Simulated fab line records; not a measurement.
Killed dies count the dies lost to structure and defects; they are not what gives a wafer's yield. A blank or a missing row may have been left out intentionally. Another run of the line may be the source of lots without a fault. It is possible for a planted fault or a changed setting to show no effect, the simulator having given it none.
Which tool is to blame? + flow gf180mcu + 6 lots, 16 wafers sampled, at 2 steps of a route of 602

WHAT EACH GAUGE READ, for each wafer
GF_VT_IMPLANT_RS_MEAS_49: a four-point-probe measurement.
| lot  | measured     | on            | MVPSD_RS (ohm/sq)    |
|------|--------------|---------------|----------------------|
| L172 | day 7 23:38  | film_metro-01 | 1167.9 1167.1 1169.6 |
| L174 | day 8 09:53  | film_metro-01 | 1163.9 1164.2 1164.1 |
| L176 | day 9 00:17  | film_metro-01 | 1168.4 1171.3 1166.3 |
| L178 | day 9 14:12  | film_metro-01 | 1164.2 1163.6 1166.9 |
| L182 | day 10 16:19 | film_metro-04 | 1135.5               |
| L194 | day 14 09:50 | film_metro-01 | 1171.6 1171.5 1170.9 |

WHAT TOOL EACH LOT RAN ON (gives the tool, then ch and the chambers of the sampled wafers, and finally the start)
| lot  | GF_MVPSD_IMPLANT_08             |
|------|---------------------------------|
| L172 | implanter-02 ch 0, day 5 08:50  |
| L174 | implanter-02 ch 0, day 5 19:09  |
| L176 | implanter-01 ch 0, day 6 06:52  |
| L178 | implanter-01 ch 0, day 6 18:31  |
| L182 | implanter-02 ch 0, day 7 17:49  |
| L194 | implanter-01 ch 0, day 10 23:36 |
- GF_MVPSD_IMPLANT_08

THE ANSWER, worked out from the rows above alone
Rule: what is usual is taken from the lots themselves. Put in order of their means at a reading, lots are off if they are a third of the lots or fewer, leave a main group of 4 or more, and stand apart from it by a gap of 3 or more times the standard deviation of the main group's means; of several such gaps the widest counts. If all means in a main group match to the digits the tables above print for the reading, that group is not used. Also off: a lot with no number at a reading for which 4 or more lots have one. Where the step has rows for the other lots, those lots are counted as sound.
Off: at GF_VT_IMPLANT_RS_MEAS_49 (MVPSD_RS), L182. Mean 1167.4 ohm/sq and standard deviation 2.6 in the main group.
If a tool, at a process step before that reading, ran all the lots that are off and no sound lot after the first of them, it fits. The gauges at GF_VT_IMPLANT_RS_MEAS_49 are tried like those tools. 2 tools fit, implanter-02 at GF_MVPSD_IMPLANT_08 and film_metro-04 at GF_VT_IMPLANT_RS_MEAS_49, so this cannot tell which one it is.

WHAT WAS PUT IN BY THE SIMULATOR
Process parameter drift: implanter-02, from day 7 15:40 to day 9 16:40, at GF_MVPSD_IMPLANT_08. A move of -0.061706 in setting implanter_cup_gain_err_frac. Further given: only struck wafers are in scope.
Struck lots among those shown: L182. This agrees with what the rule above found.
